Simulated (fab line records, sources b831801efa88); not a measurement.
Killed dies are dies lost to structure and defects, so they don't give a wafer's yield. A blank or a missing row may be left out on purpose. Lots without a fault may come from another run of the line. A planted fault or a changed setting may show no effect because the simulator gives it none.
One fault seen from 2 desks | flow gf180mcu | each desk has only its own numbers; what lay behind them comes last

THE TOOL OWNER'S DESK: pvd_sputter-01
The tool's own readings at GF_V5_SPUTTER_21 (material Ti, target thk 15 nm, time 80.02 s): means of the sampled wafers that have a number, for each lot that ran on this tool. A lot is out of limits, marked OUT, if its mean lies more than 4 standard deviations from the usual mean; the brackets give that distance.
Columns: A = cathode_dc_power_W at GF_V5_SPUTTER_21, usual 2500.0 W; B = throttle_valve_pct at GF_V5_SPUTTER_21, usual 30.1 %
lot  | first seen here | A      | B
L212 | day 29 05:08    | 2500.0 | 28.8
L214 | day 29 08:59    | 2499.6 | 29.4
L216 | day 30 02:08    | 2500.2 | 29.6
L218 | day 30 16:52    | 2500.0 | 29.1
L222 | day 31 12:28    | 2499.7 | 29.5
L223 | day 31 19:28    | 2499.4 | 29.2
L226 | day 32 16:06    | 2499.9 | 29.6
This desk's finding: nothing out of limits on any of the 7 lots.

THE METROLOGY DESK
What the gauges read, lot by lot, whatever tool the lot ran on: means of the sampled wafers that have a number. A lot is out of limits, marked OUT, if its mean lies more than 4 standard deviations from the usual mean; the brackets give that distance.
Columns: A = V5_OVL at GF_V5_OVL_MEAS_15, usual 0 nm
lot  | first seen here | A
L210 | day 27 14:10    | -6
L212 | day 29 04:22    | 2
L214 | day 29 07:50    | -2
L215 | day 29 12:44    | -11
L216 | day 30 01:23    | 3
L218 | day 30 16:06    | -3
L217 | day 30 17:59    | -0
L220 | day 30 21:02    | -8
L222 | day 31 11:40    | 2
L223 | day 31 18:43    | 3
L226 | day 32 15:22    | 4
L230 | day 33 12:03    | -3
L231 | day 33 16:44    | 3
This desk's finding: nothing out of limits on any of the 13 lots.

PUT TOGETHER
The tool owner's desk saw nothing out of limits.
The metrology desk saw nothing out of limits.

WHAT THE SIMULATOR HAD PUT IN
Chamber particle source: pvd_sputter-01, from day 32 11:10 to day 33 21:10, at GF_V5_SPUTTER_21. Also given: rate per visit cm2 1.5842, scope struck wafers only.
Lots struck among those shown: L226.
